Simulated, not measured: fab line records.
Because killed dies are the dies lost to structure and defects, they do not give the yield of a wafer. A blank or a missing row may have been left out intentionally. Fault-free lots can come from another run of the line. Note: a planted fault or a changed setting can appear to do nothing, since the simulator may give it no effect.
The tool behind it: which one? | flow sky130 | 29 wafers from 10 lots sampled at 5 of the route's 708 steps

## WHAT EACH GAUGE READ, for each wafer
SKY_LI_CONTACT_THK_MEAS_01. Usual: LI_CONTACT_HDPCVD_THK typically reads 931 nm, with standard deviation 12.
lot  | measured     | on            | LI_CONTACT_HDPCVD_THK (nm) | flag
L853 | day 29 02:25 | film metro-03 | 925 907 914                |
L855 | day 29 13:53 | film metro-03 | 947 943 949                |
L854 | day 29 15:10 | film metro-02 | 922 919 916                |
L856 | day 30 01:40 | film metro-01 | 940 914 944                |
L859 | day 31 04:58 | film metro-02 | 919 920 921                |
L865 | day 33 17:18 | film metro-01 | 932 919                    |
L870 | day 35 09:43 | film metro-02 | 936 944 946                |
L872 | day 35 19:37 | film metro-01 | 933 942 942                |
L874 | day 36 03:36 | film metro-03 | 932 943 932                |
L875 | day 36 05:00 | film metro-02 | 926 930 920                |

SKY_PASSIVATION_THK_MEAS_03. Usual: PASSIVATION_CVD_02_THK typically reads 541 nm, with standard deviation 7.6.
lot  | measured     | on            | PASSIVATION_CVD_02_THK (nm) | flag
L853 | day 45 10:41 | film metro-02 | 538 540 549                 |
L855 | day 45 18:07 | film metro-03 | 535 552 549                 |
L854 | day 45 19:04 | film metro-01 | 543 551 543                 |
L856 | day 46 02:00 | film metro-01 | 540 544 552                 |
L859 | day 46 20:47 | film metro-03 | 537 540 547                 |
L865 | day 48 16:34 | film metro-02 | 898 904 899 905             | OFF
L870 | day 50 00:05 | film metro-02 | 540 552 546                 |
L872 | day 50 05:32 | film metro-03 | 529 522 532                 |
L874 | day 50 11:20 | film metro-01 | 536 528 529                 |
L875 | day 50 10:25 | film metro-02 | 541 537 544                 |

## TOOL THAT RAN EACH LOT (tool first, then ch and the chambers of the sampled wafers, then the start)
lot  | SKY_SD_N_RTA_14                  | SKY_LI_CONTACT_STRIP_16              | SKY_PASSIVATION_CVD_02
L853 | rtp anneal-02 ch 0, day 29 01:46 | plasma asher-02 ch 0,1, day 30 09:13 | pecvd-03 ch 1,2, day 45 10:27
L855 | rtp anneal-01 ch 0, day 29 13:14 | plasma asher-02 ch 0,1, day 30 21:36 | pecvd-03 ch 0,2, day 45 17:53
L854 | rtp anneal-02 ch 0, day 29 14:31 | plasma asher-03 ch 0,1, day 30 22:11 | pecvd-04 ch 0,1, day 45 18:50
L856 | rtp anneal-01 ch 0, day 30 01:01 | plasma asher-02 ch 0,1, day 31 08:28 | pecvd-03 ch 0, day 46 01:40
L859 | rtp anneal-02 ch 0, day 31 04:19 | plasma asher-02 ch 0,1, day 32 11:55 | pecvd-01 ch 1,2, day 46 20:33
L865 | rtp anneal-02 ch 0, day 33 16:39 | plasma asher-01 ch 0,1, day 34 21:36 | pecvd-03 ch 1,2, day 48 16:14
L870 | rtp anneal-02 ch 0, day 35 09:04 | plasma asher-03 ch 0,1, day 36 12:44 | pecvd-04 ch 0,1, day 49 23:44
L872 | rtp anneal-01 ch 0, day 35 18:58 | plasma asher-03 ch 0,1, day 36 22:45 | pecvd-01 ch 1,2, day 50 05:12
L874 | rtp anneal-01 ch 0, day 36 02:56 | plasma asher-01 ch 0,1, day 37 06:30 | pecvd-01 ch 1,2, day 50 11:04
L875 | rtp anneal-02 ch 0, day 36 04:21 | plasma asher-03 ch 0,1, day 37 08:41 | pecvd-04 ch 0,1,2, day 50 10:11
- SKY_SD_N_RTA_14: time 2 s.
- SKY_LI_CONTACT_STRIP_16: strips in O2/N2.
- SKY_PASSIVATION_CVD_02: deposits Si3N4, target thk 540 nm.

## WHAT THE TOOLS THEMSELVES READ (means of the sampled wafers that have a number; where no wafer has one, the mark that the record gives instead)
SKY_SD_N_RTA_14. Usual: lamp power pct 15.74 %, standard deviation 0.055; wafer_temp_C_max 1078.1, standard deviation 1.4.
lot  | tool          | lamp power pct (%) | wafer_temp_C_max | flag
L853 | rtp anneal-02 | 15.66              | 1079.3           |
L855 | rtp anneal-01 | 15.67              | 1079.1           |
L854 | rtp anneal-02 | 15.79              | 1077.9           |
L856 | rtp anneal-01 | 15.77              | 1078.8           |
L859 | rtp anneal-02 | 15.81              | 1078.9           |
L865 | rtp anneal-02 | 15.68              | 1077.2           |
L870 | rtp anneal-02 | 15.75              | 1078.1           |
L872 | rtp anneal-01 | 15.76              | 1077.4           |
L874 | rtp anneal-01 | 15.71              | 1079.3           |
L875 | rtp anneal-02 | 15.79              | 1078.2           |

SKY_LI_CONTACT_STRIP_16. Usual: drypump motor current A 5.8 A, standard deviation 0.52; oes product au 0.375 a.u., standard deviation 0.0045; strip time to endpoint s 3.478 s, standard deviation 0.03.
lot  | tool            | drypump motor current A (A) | oes product au (a.u.) | strip time to endpoint s (s) | flag
L853 | plasma asher-02 | 5.7                         | 0.376                 | 3.494                        |
L855 | plasma asher-02 | 5.7                         | 0.378                 | 3.472                        |
L854 | plasma asher-03 | 5.8                         | 0.375                 | 3.469                        |
L856 | plasma asher-02 | 5.7                         | 0.376                 | 3.473                        |
L859 | plasma asher-02 | 5.7                         | 0.373                 | 3.486                        |
L865 | plasma asher-01 | 5.8                         | 0.374                 | 3.496                        |
L870 | plasma asher-03 | 5.8                         | 0.375                 | 3.464                        |
L872 | plasma asher-03 | 5.8                         | 0.375                 | 3.486                        |
L874 | plasma asher-01 | 5.9                         | 0.379                 | 3.522                        |
L875 | plasma asher-03 | 5.8                         | 0.376                 | 3.437                        |

SKY_PASSIVATION_CVD_02. Usual: heater power outer w 412 W, standard deviation 59; heater power w 702 W, standard deviation 85.
lot  | tool     | heater power outer w (W) | heater power w (W) | flag
L853 | pecvd-03 | 423                      | 705                |
L855 | pecvd-03 | 424                      | 726                |
L854 | pecvd-04 | 440                      | 734                |
L856 | pecvd-03 | 404                      | 654                |
L859 | pecvd-01 | 389                      | 706                |
L865 | pecvd-03 | 406                      | 681                |
L870 | pecvd-04 | 389                      | 667                |
L872 | pecvd-01 | 462                      | 789                |
L874 | pecvd-01 | 418                      | 756                |
L875 | pecvd-04 | 359                      | 628                |

## THE ANSWER, worked out from the rows above alone
Rule: a lot counts as off when the mean over its wafers that have a number is more than 3 standard deviations away from the usual mean. Also off: a lot with no number at a reading for which 4 or more lots have one. Any other lot the step has rows for is counted as sound. After the gauges, taken in route order, come the tools' own readings; for these a lot's mean is taken, as printed above. The first step at which some lot is off is used, and at that step the reading that is off furthest; a lot without a number counts as furthest.
Off: L865, at SKY_PASSIVATION_THK_MEAS_03 (PASSIVATION_CVD_02_THK).
A tool fits if, at a process step before that reading, it ran every lot that is off, and no sound lot after the first of them. Those tools and the gauges at SKY_PASSIVATION_THK_MEAS_03 are tried in the same way. One fits: pecvd-03 at SKY_PASSIVATION_CVD_02. Its last sound lot is L856 (day 46 01:40), its first lot that is off L865 (day 48 16:14): a fault that began between those two fits.

## WHAT THE SIMULATOR PUT IN
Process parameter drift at SKY_PASSIVATION_CVD_02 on pecvd-03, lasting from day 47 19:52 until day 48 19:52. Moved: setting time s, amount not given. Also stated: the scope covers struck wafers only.
Struck lots among those shown: L865. The same result came from the rule above.
